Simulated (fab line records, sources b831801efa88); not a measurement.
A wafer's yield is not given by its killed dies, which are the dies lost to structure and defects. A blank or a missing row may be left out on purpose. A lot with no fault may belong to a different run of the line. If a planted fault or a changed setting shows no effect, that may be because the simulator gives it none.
fab line records / flow gf180mcu
[record] lots = 6 wafers = 18 last_day = 34
route steps=602 shown MIM@519 M5@526
lots with no fault: from the same line, run without faults
start_h: the number of hours between the record's first day and the start of the first shown wafer of the lot / wait_h: hours since the lot's step before / " unchanged from the row above / L1.1+2: a row that stands for several wafers / - either no value or no given start / * or withheld: withheld / < > ~ a bound
route shown NAME@n: names a module that has steps shown in the file, with the first one's number in the route / usual: mean and standard deviation over wafers with no fault / same: alike in all rows / chamber/n: place in a boat / sites: readings site by site / _std_site: their standard deviation / _edge_site: mean of outer sites minus mean of inner sites / radius_mm: how far each site lies from the wafer's centre / mask NAME#n: copy n / behind: tool/chamber where the wafer was last shaped / hold: what put the lot on hold/how long, in hours/how the hold closed / device: the n, p or np transistor that did not switch / end of line: the route-end tests of the same wafers / a step without rows: its recipe alone / killed: dies lost to structure and defects at the first sort, not the wafer's yield / map: a wafer's dies, x killed, . not, _ none there
set.NAME: setting as actually run; set.NAME@STEP: the setting as run at that earlier step / model.NAME: the simulator's own value behind a step, which no gauge read
lots seen at some steps along the route; tables by step, rows by wafer
services: when a tool's chamber went out of use (start_h, in hours from the record's first day, below 0 if earlier), for how many hours, and the reason
[[steps]]
[step GF_MIM_EXPOSE_16]
[recipe] mask_id = FuseTop target_cd_nm = 2000 na = 0.6 source_shape = conventional sigma_outer = 0.6 dose_mj = 140
[step GF_MIM_PEB_17]
[recipe] temp_c = withheld time_s = * resist = NOVOLAK
[step GF_MIM_DEVELOP_18]
[recipe] develop_time_s = 60 dev_temp_c = 23.51
[step GF_MIM_METAL_ETCH_19]
[recipe] chemistry = Cl2/BCl3 mask_material = NOVOLAK stop_on = Si3N4 target_depth_nm = 324.5 pressure_mtorr = 8 icp_w = 800 bias_w = 140 Cl2_flow_sccm = 80 bcl3_flow_sccm = 40 time_s = 54.1
[usual] bcl3_flow_sccm = 40.01/0.13 drypump_motor_current_A = 5.39/0.11 he_backside_leak_sccm = 3.28/0.21 oes_product_au = 0.938/0.0062 throttle_valve_pct = 28.287/0.01
lot.wafer=L401.4 tool=rie_metal-04 chamber=1 start_h=581.50 wait_h=0.1 bcl3_flow_sccm=40.07 drypump_motor_current_A=5.27 he_backside_leak_sccm=3.22 oes_product_au=0.950 rf_hours_counter_h=- throttle_valve_pct=28.283
lot.wafer=L401.5 tool=rie_metal-04 chamber=0 start_h=581.50 wait_h=0.1 bcl3_flow_sccm=40.07 drypump_motor_current_A=5.35 he_backside_leak_sccm=3.08 oes_product_au=0.937 rf_hours_counter_h=- throttle_valve_pct=28.274
lot.wafer=L401.6 tool=rie_metal-04 chamber=1 start_h=581.50 wait_h=0.1 bcl3_flow_sccm=40.12 drypump_motor_current_A=5.29 he_backside_leak_sccm=3.32 oes_product_au=0.927 rf_hours_counter_h=- throttle_valve_pct=28.281
lot.wafer=L403.2 tool=rie_metal-02 chamber=1 start_h=601.22 wait_h=0.1 bcl3_flow_sccm=39.84 drypump_motor_current_A=5.50 he_backside_leak_sccm=3.37 oes_product_au=0.943 rf_hours_counter_h=1 throttle_valve_pct=28.279
lot.wafer=L403.3 tool=rie_metal-02 chamber=0 start_h=601.22 wait_h=0.1 bcl3_flow_sccm=40.05 drypump_motor_current_A=5.62 he_backside_leak_sccm=3.40 oes_product_au=0.939 rf_hours_counter_h=- throttle_valve_pct=28.280
lot.wafer=L403.6 tool=rie_metal-02 chamber=1 start_h=601.22 wait_h=0.1 bcl3_flow_sccm=40.05 drypump_motor_current_A=5.52 he_backside_leak_sccm=3.47 oes_product_au=0.938 rf_hours_counter_h=- throttle_valve_pct=28.291
lot.wafer=L407.2 tool=rie_metal-04 chamber=0 start_h=635.01 wait_h=0.1 bcl3_flow_sccm=39.94 drypump_motor_current_A=5.35 he_backside_leak_sccm=3.19 oes_product_au=0.945 rf_hours_counter_h=11 throttle_valve_pct=28.282
lot.wafer=L407.3 tool=rie_metal-04 chamber=1 start_h=635.01 wait_h=0.1 bcl3_flow_sccm=39.88 drypump_motor_current_A=5.28 he_backside_leak_sccm=3.28 oes_product_au=0.935 rf_hours_counter_h=- throttle_valve_pct=28.299
lot.wafer=L407.4 tool=rie_metal-04 chamber=0 start_h=635.01 wait_h=0.1 bcl3_flow_sccm=39.85 drypump_motor_current_A=5.36 he_backside_leak_sccm=3.22 oes_product_au=0.926 rf_hours_counter_h=- throttle_valve_pct=28.279
lot.wafer=L409.1 tool=rie_metal-01 chamber=0 start_h=646.12 wait_h=0.1 bcl3_flow_sccm=40.02 drypump_motor_current_A=5.29 he_backside_leak_sccm=2.98 oes_product_au=0.935 rf_hours_counter_h=13 throttle_valve_pct=28.277
lot.wafer=L409.3 tool=rie_metal-01 chamber=0 start_h=646.12 wait_h=0.1 bcl3_flow_sccm=40.06 drypump_motor_current_A=5.27 he_backside_leak_sccm=3.11 oes_product_au=0.939 rf_hours_counter_h=- throttle_valve_pct=28.280
lot.wafer=L409.6 tool=rie_metal-01 chamber=1 start_h=646.12 wait_h=0.1 bcl3_flow_sccm=40.04 drypump_motor_current_A=5.40 he_backside_leak_sccm=3.49 oes_product_au=0.946 rf_hours_counter_h=- throttle_valve_pct=28.284
lot.wafer=L408.1 tool=rie_metal-04 chamber=0 start_h=646.19 wait_h=0.1 bcl3_flow_sccm=40.14 drypump_motor_current_A=5.38 he_backside_leak_sccm=3.06 oes_product_au=0.947 rf_hours_counter_h=11 throttle_valve_pct=28.270
lot.wafer=L408.2 tool=rie_metal-04 chamber=1 start_h=646.19 wait_h=0.1 bcl3_flow_sccm=39.87 drypump_motor_current_A=5.29 he_backside_leak_sccm=3.27 oes_product_au=0.936 rf_hours_counter_h=12 throttle_valve_pct=28.298
lot.wafer=L408.6 tool=rie_metal-04 chamber=0 start_h=646.19 wait_h=0.1 bcl3_flow_sccm=40.17 drypump_motor_current_A=5.36 he_backside_leak_sccm=3.04 oes_product_au=0.938 rf_hours_counter_h=- throttle_valve_pct=28.271
lot.wafer=L423.1 tool=rie_metal-04 chamber=0 start_h=744.36 wait_h=0.1 bcl3_flow_sccm=39.87 drypump_motor_current_A=5.35 he_backside_leak_sccm=3.09 oes_product_au=0.936 rf_hours_counter_h=1 throttle_valve_pct=28.300
lot.wafer=L423.4 tool=rie_metal-04 chamber=1 start_h=744.36 wait_h=0.1 bcl3_flow_sccm=40.09 drypump_motor_current_A=5.29 he_backside_leak_sccm=3.20 oes_product_au=0.931 rf_hours_counter_h=- throttle_valve_pct=28.287
lot.wafer=L423.6 tool=rie_metal-04 chamber=0 start_h=744.36 wait_h=0.1 bcl3_flow_sccm=40.31 drypump_motor_current_A=5.36 he_backside_leak_sccm=3.24 oes_product_au=0.942 rf_hours_counter_h=- throttle_valve_pct=28.289
[step GF_MIM_STRIP_20]
[recipe] chemistry = O2/N2 power_w = 1400 pressure_mtorr = 1500 platen_temp_c = 250 o2_flow_sccm = 3000 n2_flow_sccm = 300 overash_fraction = 0.5
[usual] drypump_motor_current_A = 5.7/0.59 heater_power_w = 344/20 oes_product_au = 0.692/0.0046 strip_time_to_endpoint_s = 11.21/0.033
lot.wafer=L401.4 tool=plasma_asher-01 chamber=0 start_h=581.58 wait_h=0.1 drypump_motor_current_A=6.8 heater_power_w=322 oes_product_au=0.695 rf_hours_counter_h=- strip_time_to_endpoint_s=11.17
lot.wafer=L401.5 tool=plasma_asher-01 chamber=1 start_h=581.58 wait_h=0.1 drypump_motor_current_A=5.6 heater_power_w=375 oes_product_au=0.693 rf_hours_counter_h=- strip_time_to_endpoint_s=11.25
lot.wafer=L401.6 tool=plasma_asher-01 chamber=0 start_h=581.58 wait_h=0.1 drypump_motor_current_A=6.8 heater_power_w=330 oes_product_au=0.701 rf_hours_counter_h=- strip_time_to_endpoint_s=11.19
lot.wafer=L403.2 tool=plasma_asher-04 chamber=0 start_h=601.29 wait_h=0.0 drypump_motor_current_A=5.3 heater_power_w=346 oes_product_au=0.689 rf_hours_counter_h=52 strip_time_to_endpoint_s=11.22
lot.wafer=L403.3 tool=plasma_asher-04 chamber=0 start_h=601.29 wait_h=0.0 drypump_motor_current_A=5.4 heater_power_w=347 oes_product_au=0.695 rf_hours_counter_h=- strip_time_to_endpoint_s=11.28
lot.wafer=L403.6 tool=plasma_asher-04 chamber=1 start_h=601.29 wait_h=0.0 drypump_motor_current_A=5.1 heater_power_w=330 oes_product_au=0.692 rf_hours_counter_h=- strip_time_to_endpoint_s=11.21
lot.wafer=L407.2 tool=plasma_asher-01 chamber=0 start_h=635.08 wait_h=0.0 drypump_motor_current_A=6.8 heater_power_w=326 oes_product_au=0.689 rf_hours_counter_h=105 strip_time_to_endpoint_s=11.22
lot.wafer=L407.3 tool=plasma_asher-01 chamber=0 start_h=635.08 wait_h=0.0 drypump_motor_current_A=6.8 heater_power_w=322 oes_product_au=0.690 rf_hours_counter_h=- strip_time_to_endpoint_s=11.20
lot.wafer=L407.4 tool=plasma_asher-01 chamber=1 start_h=635.08 wait_h=0.0 drypump_motor_current_A=5.6 heater_power_w=386 oes_product_au=0.695 rf_hours_counter_h=- strip_time_to_endpoint_s=11.24
lot.wafer=L409.1 tool=plasma_asher-04 chamber=0 start_h=646.19 wait_h=0.0 drypump_motor_current_A=5.4 heater_power_w=346 oes_product_au=0.695 rf_hours_counter_h=56 strip_time_to_endpoint_s=11.21
lot.wafer=L409.3 tool=plasma_asher-04 chamber=1 start_h=646.19 wait_h=0.0 drypump_motor_current_A=5.1 heater_power_w=338 oes_product_au=0.684 rf_hours_counter_h=- strip_time_to_endpoint_s=11.23
lot.wafer=L409.6 tool=plasma_asher-04 chamber=1 start_h=646.19 wait_h=0.0 drypump_motor_current_A=5.1 heater_power_w=345 oes_product_au=0.697 rf_hours_counter_h=- strip_time_to_endpoint_s=11.21
lot.wafer=L408.1 tool=plasma_asher-02 chamber=1 start_h=646.26 wait_h=0.0 drypump_motor_current_A=5.9 heater_power_w=324 oes_product_au=0.698 rf_hours_counter_h=89 strip_time_to_endpoint_s=11.25
lot.wafer=L408.2 tool=plasma_asher-02 chamber=0 start_h=646.26 wait_h=0.0 drypump_motor_current_A=6.3 heater_power_w=379 oes_product_au=0.701 rf_hours_counter_h=89 strip_time_to_endpoint_s=11.26
lot.wafer=L408.6 tool=plasma_asher-02 chamber=0 start_h=646.26 wait_h=0.0 drypump_motor_current_A=6.3 heater_power_w=376 oes_product_au=0.696 rf_hours_counter_h=- strip_time_to_endpoint_s=11.28
lot.wafer=L423.1 tool=plasma_asher-01 chamber=0 start_h=744.43 wait_h=0.0 drypump_motor_current_A=6.8 heater_power_w=309 oes_product_au=0.696 rf_hours_counter_h=0 strip_time_to_endpoint_s=11.15
lot.wafer=L423.4 tool=plasma_asher-01 chamber=0 start_h=744.43 wait_h=0.0 drypump_motor_current_A=6.8 heater_power_w=314 oes_product_au=0.688 rf_hours_counter_h=- strip_time_to_endpoint_s=11.16
lot.wafer=L423.6 tool=plasma_asher-01 chamber=1 start_h=744.43 wait_h=0.0 drypump_motor_current_A=5.6 heater_power_w=354 oes_product_au=0.684 rf_hours_counter_h=- strip_time_to_endpoint_s=11.23
[step GF_MIM_STRIP_21]
[recipe] chemistry = post_etch_residue_remover time_s = 1200 temp_c = 72.5
[step GF_MIM_CLEAN_22]
[recipe] chemistry = DIW dry = n2_spin
[step GF_M5_DEHYDRATE_00]
[recipe] temp_c = 200 time_s = 60
[step GF_M5_HMDS_01]
[recipe] prime_time_s = 60 prime_temp_c = 120
[step GF_M5_COAT_02]
[recipe] resist = KrF spin_rpm = withheld resist_thk_nm = 1000
[step GF_M5_SOFTBAKE_03]
[recipe] temp_c = 130 time_s = 60 resist = KrF
[step GF_M5_EXPOSE_04]
[recipe] mask_id = Metal5 target_cd_nm = 280 na = 0.68 source_shape = conventional sigma_outer = 0.6 dose_mj = 28
[step GF_M5_PEB_05]
[recipe] peb_temp_c = 135 peb_time_s = 90 resist = KrF
[usual] chill_plate_temp_C = 23.01/0.12 exhaust_pa = 45.1/0.9
lot.wafer=L401.4 tool=litho_track-03 chamber=0 start_h=603.22 wait_h=- chill_plate_temp_C=23.28 exhaust_pa=45.7
lot.wafer=L401.5 tool=litho_track-03 chamber=0 start_h=603.22 wait_h=- chill_plate_temp_C=23.26 exhaust_pa=45.7
lot.wafer=L401.6 tool=litho_track-03 chamber=0 start_h=603.22 wait_h=- chill_plate_temp_C=23.13 exhaust_pa=45.1
lot.wafer=L403.2 tool=litho_track-04 chamber=0 start_h=621.56 wait_h=- chill_plate_temp_C=23.01 exhaust_pa=45.0
lot.wafer=L403.3 tool=litho_track-04 chamber=0 start_h=621.56 wait_h=- chill_plate_temp_C=23.03 exhaust_pa=44.7
lot.wafer=L403.6 tool=litho_track-04 chamber=0 start_h=621.56 wait_h=- chill_plate_temp_C=22.94 exhaust_pa=44.5
lot.wafer=L407.2 tool=litho_track-02 chamber=- start_h=655.25 wait_h=- chill_plate_temp_C=- exhaust_pa=-
lot.wafer=L407.3 tool=litho_track-02 chamber=- start_h=655.25 wait_h=- chill_plate_temp_C=- exhaust_pa=-
lot.wafer=L407.4 tool=litho_track-02 chamber=- start_h=655.25 wait_h=- chill_plate_temp_C=- exhaust_pa=-
lot.wafer=L409.1 tool=litho_track-03 chamber=- start_h=665.47 wait_h=- chill_plate_temp_C=- exhaust_pa=-
lot.wafer=L409.3 tool=litho_track-03 chamber=- start_h=665.47 wait_h=- chill_plate_temp_C=- exhaust_pa=-
lot.wafer=L409.6 tool=litho_track-03 chamber=- start_h=665.47 wait_h=- chill_plate_temp_C=- exhaust_pa=-
lot.wafer=L408.1 tool=litho_track-04 chamber=0 start_h=665.82 wait_h=- chill_plate_temp_C=22.76 exhaust_pa=44.5
lot.wafer=L408.2 tool=litho_track-04 chamber=0 start_h=665.82 wait_h=- chill_plate_temp_C=22.86 exhaust_pa=44.8
lot.wafer=L408.6 tool=litho_track-04 chamber=0 start_h=665.82 wait_h=- chill_plate_temp_C=23.00 exhaust_pa=44.2
lot.wafer=L423.1 tool=litho_track-04 chamber=0 start_h=760.97 wait_h=- chill_plate_temp_C=22.93 exhaust_pa=44.8
lot.wafer=L423.4 tool=litho_track-04 chamber=0 start_h=760.97 wait_h=- chill_plate_temp_C=22.99 exhaust_pa=44.6
lot.wafer=L423.6 tool=litho_track-04 chamber=0 start_h=760.97 wait_h=- chill_plate_temp_C=23.05 exhaust_pa=45.3
[step GF_M5_DEVELOP_06]
[recipe] develop_time_s = 60 dev_temp_c = 21
[[services]]
tool=rie_metal-02 chamber=1 start_h=560.45 hours=22.8 kind=repair
tool=plasma_asher-01 chamber=- start_h=603.50 hours=1.3 kind=repair
tool=plasma_asher-04 chamber=- start_h=604.75 hours=5.0 kind=repair
tool=rie_metal-02 chamber=0 start_h=626.05 hours=9.4 kind=repair
tool=rie_metal-02 chamber=1 start_h=631.89 hours=8.7 kind=repair
tool=rie_metal-02 chamber=0 start_h=636.70 hours=1.4 kind=repair
tool=rie_metal-02 chamber=- start_h=638.11 hours=2.8 kind=pm
tool=rie_metal-04 chamber=- start_h=642.94 hours=0.4 kind=repair
tool=rie_metal-02 chamber=- start_h=650.63 hours=1.4 kind=pm
tool=rie_metal-04 chamber=1 start_h=656.94 hours=- kind=clean
tool=rie_metal-04 chamber=1 start_h=656.94 hours=18.8 kind=scheduled_down
tool=rie_metal-04 chamber=1 start_h=656.94 hours=18.8 kind=vent_cycle
tool=rie_metal-04 chamber=0 start_h=684.40 hours=- kind=clean
tool=rie_metal-04 chamber=0 start_h=684.40 hours=24.6 kind=scheduled_down
tool=rie_metal-04 chamber=0 start_h=684.40 hours=24.6 kind=vent_cycle
tool=plasma_asher-01 chamber=- start_h=697.47 hours=1.2 kind=repair
tool=plasma_asher-04 chamber=- start_h=720.23 hours=0.3 kind=repair
tool=rie_metal-02 chamber=1 start_h=733.53 hours=11.5 kind=repair
tool=plasma_asher-01 chamber=- start_h=733.75 hours=9.0 kind=pm
tool=plasma_asher-01 chamber=0 start_h=733.75 hours=9.0 kind=vent_cycle
tool=plasma_asher-01 chamber=1 start_h=733.75 hours=9.0 kind=vent_cycle
tool=plasma_asher-01 chamber=0 start_h=742.75 hours=- kind=clean
tool=plasma_asher-01 chamber=1 start_h=742.75 hours=- kind=clean
tool=rie_metal-01 chamber=- start_h=750.75 hours=1.4 kind=pm
[[key]]
[first_sign] step = GF_M5_PEB_05 reading = tool_record direction = missing
effect none on later readings
met_at GF_M5_PEB_05
struck_wafers L407.2,L407.3,L407.4,L409.1,L409.3,L409.6
later_rows_left_out L407.2,L407.3,L407.4,L409.1,L409.3,L409.6
sort_left_out L407.2,L407.3,L407.4,L409.1,L409.3,L409.6
onset_between 603.22 655.25
[fault] kind = skipped_step_whole tool = litho_track-02,litho_track-03 chamber = - onset_h = 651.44 steps = GF_M5_PEB_05 scope = struck_lots_only
// sort_left_out: the simulated sort isn't trusted on such a fault, so these wafers' sort isn't shown, and their yield isn't known
// later_rows_left_out: the simulator's readings of these wafers behind a module that went badly wrong aren't trusted and aren't shown, but for the sort
